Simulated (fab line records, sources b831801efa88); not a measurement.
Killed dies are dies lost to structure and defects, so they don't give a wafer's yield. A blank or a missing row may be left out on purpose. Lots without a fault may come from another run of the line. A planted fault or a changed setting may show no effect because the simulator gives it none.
fab line records | flow sky130
record lots=5 wafers=15 last_day=48
route steps=708 shown GATE_OXIDE@191 POLY_GATE@204 RES_PROTECT@206 PAD_OPEN@708
lots that met no fault: from a run of the same line without faults
start_h: hours from the record's first day to the start of the lot's first wafer shown | wait_h: hours since the lot's step before | " the same as in the row above | L1.1+2: a row that stands for several wafers | - no value, or no start given | * or withheld: withheld | < > ~ a bound
route shown NAME@n: a module of which the file shows steps, and the number in the route of the first | usual: mean/standard deviation of fault-free wafers | same: alike in all rows | chamber/n: place in a boat | sites: the reading at each site | _std_site: their standard deviation | _edge_site: outer sites' mean less inner sites' | radius_mm: how far each site lies from the wafer's centre | mask NAME#n: copy n | behind: the tool/chamber that last shaped the wafer | hold: why the lot was held/for how many hours/how that ended | device: the transistor (n, p or np) that didn't switch | end of line: the same wafers' tests at the end of the route | a step without rows: its recipe alone | killed: dies lost to structure and defects at the first sort, not the wafer's yield | map: a wafer's dies, x killed, . not, _ none there
set.NAME: the setting as run; set.NAME@STEP: as run at that earlier step | model.NAME: the simulator's own value behind a step, which no gauge read
lots at some steps of the route; a table a step, a row a wafer
services: from which hour (start_h, from the record's first day; less than 0 if before it) a tool's chamber was out of use, for how many hours, and why
## steps
# step SKY_GATE_OXIDE_HMDS_04
# recipe prime_time_s=60 prime_temp_c=120
# step SKY_GATE_OXIDE_COAT_05
# recipe resist=NOVOLAK spin_rpm=3000 resist_thk_nm=1140
# step SKY_GATE_OXIDE_SOFTBAKE_06
# recipe temp_c=90 time_s=60 resist=NOVOLAK
# step SKY_GATE_OXIDE_EXPOSE_07
# recipe mask_id=LVOM na=0.6 source_shape=conventional sigma_outer=0.6 polarization=unpolarized target_cd_nm=600 dose_mj=170
# step SKY_GATE_OXIDE_PEB_08
# recipe temp_c=withheld time_s=* resist=NOVOLAK
# step SKY_GATE_OXIDE_DEVELOP_09
# recipe resist=NOVOLAK developer=TMAH develop_time_s=60 dev_temp_c=23
# step SKY_GATE_OXIDE_IMPLANT_11
# recipe species=B energy_kev=10 dose_cm2=2.6e+12 tilt_deg=withheld
# step SKY_GATE_OXIDE_WET_ETCH_12
# recipe chemistry=dHF target_depth_nm=16.8 dry=n2_spin target=SiO2 dilution=100:1 temp_c=25 time_s=319.8
# step SKY_GATE_OXIDE_STRIP_13
# recipe chemistry=O2/N2 power_w=1400 pressure_mtorr=1500 platen_temp_c=withheld o2_flow_sccm=3000 n2_flow_sccm=300 overash_fraction=0.5
# step SKY_GATE_OXIDE_CLEAN_15
# recipe chemistry=SC1/SC2 mix=1:4:20 temp_c=70 time_s=150 dry=n2_spin
# step SKY_GATE_OXIDE_OXIDATION_16
# recipe temp_c=800 ambient=O2 idle_temp_c=700 ramp_up_c_per_min=10 ramp_down_c_per_min=3 stabilise_s=600 purge_s=300 target_thk_a=35.7 ox_time_s=1915
# usual ramp_down_c_per_min=3.0001/0.00049 spike_tc_bottom_C=818.7/1.1 spike_tc_upper_C=799.8/1.7
# columns lot.wafer tool chamber start_h wait_h ramp_down_c_per_min spike_tc_bottom_C spike_tc_upper_C
L792.1 furnace-01 0 333.49 0.4 3.0001 817.5 801.1
L792.2 " 0 " " 3.0009 817.7 801.0
L792.4 " 0 " " 2.9996 818.5 800.9
L794.2 furnace-02 0 352.01 0.6 2.9996 817.4 796.3
L794.4 " 0 " " 2.9994 817.8 800.5
L794.5 " 0 " " 3.0003 819.2 796.8
L799.1 furnace-02 0 398.13 0.7 2.9993 818.9 798.8
L799.2 " 0 " " 2.9992 818.8 798.5
L799.6 " 0 " " 2.9996 819.3 796.7
L800.1 furnace-02 0 398.13 0.3 3.0005 821.2 799.3
L800.3 " 0 " " 3.0005 819.3 800.5
L800.5 " 0 " " 3.0001 820.6 796.6
L801.1 furnace-02 0 411.45 0.7 2.9995 817.5 799.2
L801.4 " 0 " " 2.9999 818.0 797.8
L801.5 " 0 " " 3.0003 819.5 798.9
# step SKY_POLY_GATE_CVD_00
# recipe material=poly-Si target_thk_nm=180 temp_c=620 time_s=720 pressure_mtorr=200
# step SKY_RES_PROTECT_DEHYDRATE_00
# recipe temp_c=200 time_s=60
# step SKY_RES_PROTECT_HMDS_01
# recipe prime_time_s=60 prime_temp_c=120
# step SKY_RES_PROTECT_COAT_02
# recipe resist=NOVOLAK spin_rpm=3000 resist_thk_nm=1140
# step SKY_RES_PROTECT_SOFTBAKE_03
# recipe temp_c=90 time_s=60 resist=NOVOLAK
# step SKY_RES_PROTECT_EXPOSE_04
# recipe mask_id=RPM na=0.6 source_shape=conventional sigma_outer=0.6 polarization=unpolarized target_cd_nm=1270 dose_mj=131
# step SKY_RES_PROTECT_PEB_05
# recipe temp_c=withheld time_s=* resist=NOVOLAK
# step SKY_RES_PROTECT_DEVELOP_06
# recipe resist=NOVOLAK developer=TMAH develop_time_s=60 dev_temp_c=23
# step SKY_POLY_GATE_IMPLANT_02
# recipe species=P energy_kev=30 dose_cm2=7.7e+15 tilt_deg=0
# step SKY_RES_PROTECT_STRIP_07
# recipe chemistry=O2/N2 power_w=1400 pressure_mtorr=1500 platen_temp_c=withheld o2_flow_sccm=3000 n2_flow_sccm=300 overash_fraction=0.5
# step SKY_RES_PROTECT_CLEAN_09
# recipe chemistry=SC1/SC2 mix=1:4:20 temp_c=70 time_s=150 dry=n2_spin
# step SKY_POLY_GATE_CVD_03
# recipe material=Si3N4 precursor=DCS/NH3 target_thk_nm=75 temp_c=770 time_s=1290 pressure_mtorr=250
# step SKY_POLY_GATE_DEHYDRATE_05
# recipe temp_c=200 time_s=60
# step SKY_POLY_GATE_HMDS_06
# recipe prime_time_s=60 prime_temp_c=120
# step SKY_POLY_GATE_COAT_07
# recipe resist=BARC temp_c=withheld time_s=withheld spin_rpm=3000 resist_thk_nm=110
# step SKY_POLY_GATE_COAT_08
# recipe resist=KrF-thick spin_rpm=3000 resist_thk_nm=450
# step SKY_POLY_GATE_SOFTBAKE_09
# recipe temp_c=100 time_s=90 resist=KrF-thick
# step SKY_POLY_GATE_EXPOSE_10
# recipe mask_id=P1M na=0.68 source_shape=conventional sigma_outer=0.6 target_cd_nm=150 dose_mj=28
# step SKY_POLY_GATE_PEB_11
# recipe peb_temp_c=withheld peb_time_s=withheld resist=KrF-thick
# step SKY_POLY_GATE_DEVELOP_12
# recipe develop_time_s=60 resist=KrF-thick dev_temp_c=22.21
# step SKY_POLY_GATE_ETCH_15
# recipe chemistry=N2/H2 target=BARC ion_energy_ev=200 source_w=500 bias_w=100 pressure_mtorr=30 n2_flow_sccm=100 h2_flow_sccm=200 stop_on=SiO2 time_s=118.5 target_depth_a=1100
# step SKY_POLY_GATE_ETCH_16
# recipe stop_on=poly-Si chemistry=CH3F/O2 target=Si3N4 source_w=400 bias_w=80 pressure_mtorr=25 ch3f_flow_sccm=40 O2_flow_sccm=30 time_s=147.5 target_depth_a=750
# step SKY_POLY_GATE_ETCH_17
# recipe target_depth_nm=180 stop_on=SiO2 over_etch_frac=0.56667 chemistry=HBr/Cl2 target=poly-Si icp_w=400 bias_w=100 pressure_mtorr=10 HBr_flow_sccm=150 Cl2_flow_sccm=50 time_s=70.5
# step SKY_POLY_GATE_STRIP_18
# recipe chemistry=O2/N2 power_w=1400 pressure_mtorr=1500 platen_temp_c=withheld o2_flow_sccm=3000 n2_flow_sccm=300 overash_fraction=0.5
# step SKY_PAD_OPEN_PROBE_99
# usual killed_at_M0_to_M3=44/6.9 killed_at_M4_up=3.3/2 killed_at_contacts=25/5.4 killed_at_front_end=16/4.6 killed_at_other=0.2/0.51 killed_dies=88/8.9 killed_open=48/6.8 killed_short=39/5.8
# same gross_dies=492 killed_at_back_side=0
# columns lot.wafer tool chamber start_h wait_h killed_at_M0_to_M3 killed_at_M4_up killed_at_contacts killed_at_front_end killed_at_other killed_dies killed_open killed_short model.etest.cap_thin_oxide.gate_log10_a_cm2 model.etest.cap_thin_oxide.tox_acc_nm model.etest.pfet_01v8.tox_inv_nm model.etest.nfet_01v8.tox_inv_nm model.etest.nfet_01v8_turned.vt_v model.etest.nfet_01v8.body_rise_v
L792.1 prober-01 - 1095.96 0.1 39 4 27 19 1 90 43 47 -7.278 4.344 4.406 4.376 0.7071 0.1839
L792.2 prober-01 - 1096.01 0.1 42 5 23 15 0 85 41 44 -6.918 4.27 4.36 4.256 0.6952 0.1782
L792.4 prober-01 - 1096.11 0.2 43 1 28 16 0 88 42 46 -7.401 4.403 4.446 4.402 0.7033 0.1833
L794.2 prober-01 - 1113.62 0.1 54 6 36 24 1 121 64 57 -7.605 4.442 4.494 4.433 0.7144 0.1865
L794.4 prober-01 - 1113.72 0.2 40 4 19 11 1 75 43 31 -7.371 4.417 4.483 4.411 0.7091 0.1843
L794.5 prober-01 - 1113.77 0.2 51 2 19 22 1 95 48 46 -7.277 4.381 4.445 4.343 0.7083 0.1822
L799.1 prober-02 - 1138.14 0.1 32 5 25 11 0 73 42 31 -7.391 4.401 4.442 4.378 0.7048 0.1822
L799.2 prober-02 - 1138.19 0.1 43 2 20 20 0 85 40 45 -7.429 4.416 4.489 4.423 0.7087 0.1828
L799.6 prober-02 - 1138.39 0.2 37 6 22 14 0 79 47 31 -7.344 4.391 4.444 4.399 0.6983 0.1817
L800.1 prober-01 - 1138.86 0.1 44 1 24 16 0 85 44 39 -7.609 4.452 4.511 4.459 0.7121 0.1858
L800.3 prober-01 - 1138.96 0.2 59 1 18 18 0 96 43 53 -7.299 4.373 4.431 4.398 0.7026 0.1826
L800.5 prober-01 - 1139.06 0.2 48 5 26 21 0 100 53 45 -7.295 4.364 4.433 4.432 0.7092 0.1832
L801.1 prober-02 - 1146.21 0.1 36 6 26 18 0 86 52 34 -7.523 4.424 4.51 4.434 0.7171 0.1848
L801.4 prober-02 - 1146.36 0.2 50 2 23 13 2 90 47 43 -7.51 4.414 4.485 4.437 0.7118 0.185
L801.5 prober-02 - 1146.41 0.2 43 1 21 22 0 87 48 39 -7.585 4.464 4.543 4.465 0.7136 0.1853
# killed by level:class
L792.1 LOCAL_INTERCONNECT:geometric_particle:short=8 CONTACT:geometric_particle:short=8 METAL2:geometric_particle:short=8 FIELD_ISO:geometric_particle:open=6 LI_CONTACT:geometric_particle:open=6 VIA2:geometric_particle:open=5 POLY_GATE:geometric_particle:open=4 POLY_GATE:geometric_particle:short=4
L792.2 METAL2:geometric_particle:short=10 FIELD_ISO:geometric_particle:open=7 LI_CONTACT:geometric_particle:open=7 CONTACT:geometric_particle:short=6 VIA1:geometric_particle:open=6 VIA3:geometric_particle:short=6 CONTACT:geometric_particle:open=5 METAL1:geometric_particle:short=4
L792.4 LI_CONTACT:geometric_particle:open=9 VIA2:geometric_particle:open=9 VIA1:geometric_particle:short=8 CONTACT:geometric_particle:open=8 VIA1:geometric_particle:open=7 POLY_GATE:geometric_particle:short=6 METAL2:geometric_particle:short=6 METAL3:geometric_particle:short=6
L794.2 CONTACT:geometric_particle:open=19 VIA1:geometric_particle:open=10 FIELD_ISO:geometric_particle:short=8 METAL2:geometric_particle:short=8 VIA3:geometric_particle:open=7 VIA3:geometric_particle:short=7 POLY_GATE:geometric_particle:open=6 LI_CONTACT:geometric_particle:open=6
L794.4 CONTACT:geometric_particle:open=10 VIA1:geometric_particle:open=7 METAL1:geometric_particle:short=5 METAL2:geometric_particle:short=5 LI_CONTACT:geometric_particle:open=4 VIA3:geometric_particle:short=4 VIA3:geometric_particle:open=4 FIELD_ISO:geometric_particle:open=3
L794.5 CONTACT:geometric_particle:open=9 METAL2:geometric_particle:short=9 VIA1:geometric_particle:open=8 VIA2:geometric_particle:open=8 FIELD_ISO:geometric_particle:short=7 VIA2:geometric_particle:short=7 POLY_GATE:geometric_particle:open=5 METAL2:geometric_particle:open=5
L799.1 CONTACT:geometric_particle:open=10 VIA2:geometric_particle:open=8 VIA1:geometric_particle:open=8 LI_CONTACT:geometric_particle:open=7 METAL1:geometric_particle:short=5 FIELD_ISO:geometric_particle:open=4 METAL3:geometric_particle:short=4 CONTACT:geometric_particle:short=4
L799.2 VIA2:geometric_particle:open=8 VIA1:geometric_particle:open=7 VIA1:geometric_particle:short=6 FIELD_ISO:geometric_particle:open=5 FIELD_ISO:geometric_particle:short=5 LI_CONTACT:geometric_particle:short=5 CONTACT:geometric_particle:short=5 METAL1:geometric_particle:short=5
L799.6 CONTACT:geometric_particle:open=10 VIA2:geometric_particle:open=10 METAL2:geometric_particle:short=7 FIELD_ISO:geometric_particle:open=5 METAL4:geometric_particle:short=5 LI_CONTACT:geometric_particle:open=5 VIA1:geometric_particle:open=5 VIA3:geometric_particle:open=5
L800.1 VIA1:geometric_particle:open=11 VIA1:geometric_particle:short=11 LI_CONTACT:geometric_particle:open=8 CONTACT:geometric_particle:open=6 METAL2:geometric_particle:short=5 VIA2:geometric_particle:open=5 CONTACT:geometric_particle:short=4 VIA2:geometric_particle:short=4
L800.3 METAL1:geometric_particle:short=11 VIA1:geometric_particle:open=8 VIA2:geometric_particle:open=8 METAL2:geometric_particle:short=7 VIA3:geometric_particle:open=7 CONTACT:geometric_particle:short=6 VIA1:geometric_particle:short=6 FIELD_ISO:geometric_particle:open=5
L800.5 CONTACT:geometric_particle:open=11 VIA1:geometric_particle:open=11 VIA3:geometric_particle:open=10 VIA3:geometric_particle:short=7 POLY_GATE:geometric_particle:short=6 LI_CONTACT:geometric_particle:open=6 LOCAL_INTERCONNECT:geometric_particle:short=6 METAL2:geometric_particle:short=6
L801.1 CONTACT:geometric_particle:open=9 VIA2:geometric_particle:open=8 VIA1:geometric_particle:open=7 VIA3:geometric_particle:open=7 FIELD_ISO:geometric_particle:short=6 LOCAL_INTERCONNECT:geometric_particle:short=6 LI_CONTACT:geometric_particle:open=6 FIELD_ISO:geometric_particle:open=5
L801.4 CONTACT:geometric_particle:open=10 METAL1:geometric_particle:short=9 LI_CONTACT:geometric_particle:open=8 VIA1:geometric_particle:open=8 VIA3:geometric_particle:open=7 METAL2:geometric_particle:short=7 VIA2:geometric_particle:open=5 VIA2:geometric_particle:short=4
L801.5 VIA1:geometric_particle:open=13 FIELD_ISO:geometric_particle:open=7 VIA1:geometric_particle:short=7 FIELD_ISO:geometric_particle:short=6 VIA2:geometric_particle:open=6 LOCAL_INTERCONNECT:geometric_particle:short=5 CONTACT:geometric_particle:short=5 VIA3:geometric_particle:open=5
## services
# columns tool chamber start_h hours kind
furnace-02 - 382.58 2.8 pm
## key
first_sign none at tools or gauges
model_effect step=SKY_PAD_OPEN_PROBE_99 value=etest.cap_thin_oxide.gate_log10_a_cm2 without=-7.003 struck=-7.443
met_at SKY_GATE_OXIDE_OXIDATION_16
struck_wafers L799.1,L799.2,L799.6,L800.1,L800.3,L800.5,L801.1,L801.4,L801.5
tester_left_out L799,L800,L801
onset_between 352.01 398.13
also_fits time
fault kind=process_parameter_drift tool=furnace-02 chamber=- onset_h=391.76 steps=SKY_GATE_OXIDE_OXIDATION_16 channel=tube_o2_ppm offset=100 shape=step end_h=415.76
# tester_left_out: of these lots the tester's yield and bins aren't shown, on N5 and GAA mostly nor the transistor test; their killed dies are dies lost to structure and defects alone, not to doping, threshold or leakage, so they don't give the yield
